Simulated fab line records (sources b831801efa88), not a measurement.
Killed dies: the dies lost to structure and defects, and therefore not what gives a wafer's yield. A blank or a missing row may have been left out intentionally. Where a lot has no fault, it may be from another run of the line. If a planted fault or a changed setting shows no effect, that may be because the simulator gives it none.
A single fault, viewed from 2 desks / flow sky130 / every desk sees just its own numbers, and what lay behind them comes last

## FROM THE METROLOGY DESK
What the gauges read for every lot (on any tool): the sampled wafers with a number, averaged. The brackets show how far a lot's mean lies from the usual mean; more than 4 standard deviations puts the lot out of limits, marked OUT.
Columns: A = LI_CONTACT_OVL at SKY_LI_CONTACT_OVL_MEAS_13, usual 3 nm; B = LI_CONTACT_W_THK at SKY_LI_CONTACT_THK_MEAS_23, usual 394 nm
lot=L318; first seen here=day 29 08:37; A=-5; B=400
lot=L317; first seen here=day 29 09:33; A=11; B=389
lot=L319; first seen here=day 29 22:36; A=6; B=409
lot=L320; first seen here=day 30 03:12; A=4; B=384
lot=L322; first seen here=day 31 11:44; A=7; B=388
lot=L325; first seen here=day 31 21:19; A=-11; B=388
lot=L326; first seen here=day 32 07:44; A=-1; B=394
lot=L328; first seen here=day 32 22:52; A=7; B=394
lot=L331; first seen here=day 33 22:17; A=0; B=389
lot=L332; first seen here=day 34 04:37; A=-0; B=394
lot=L333; first seen here=day 34 12:08; A=4; B=399
lot=L338; first seen here=day 35 23:17; A=7; B=387
lot=L339; first seen here=day 36 05:11; A=2; B=391
lot=L340; first seen here=day 36 12:38; A=11; B=387
This desk's verdict: no lot among the 14 shows anything out of limits.

## TOOL OWNER'S DESK, krfScanner-02
The tool's own readings at SKY_LOCAL_INTERCONNECT_EXPOSE_08 (exposes mask LI1M, target cd 170 nm): means of the sampled wafers that have a number, for each lot that ran on this tool. The brackets show how far a lot's mean lies from the usual mean; more than 4 standard deviations puts the lot out of limits, marked OUT.
Columns: A = exposureDoseMJCm2 at SKY_LOCAL_INTERCONNECT_EXPOSE_08, usual 28.003; B = focusOffsetNm at SKY_LOCAL_INTERCONNECT_EXPOSE_08, usual 0.0 nm
lot=L318; first seen here=day 30 00:22; A=27.935; B=1.7
lot=L319; first seen here=day 30 13:20; A=27.962; B=-0.7
lot=L322; first seen here=day 32 03:25; A=28.015; B=0.6
lot=L331; first seen here=day 34 12:44; A=28.026; B=0.1
lot=L339; first seen here=day 36 19:08; A=27.990; B=-0.2
This desk's verdict: no lot among the 5 shows anything out of limits.

## PUT TOGETHER
Nothing out of limits was seen by the metrology desk.
Nothing out of limits was seen by the tool owner's desk.

## WHAT THE SIMULATOR HAD INSERTED
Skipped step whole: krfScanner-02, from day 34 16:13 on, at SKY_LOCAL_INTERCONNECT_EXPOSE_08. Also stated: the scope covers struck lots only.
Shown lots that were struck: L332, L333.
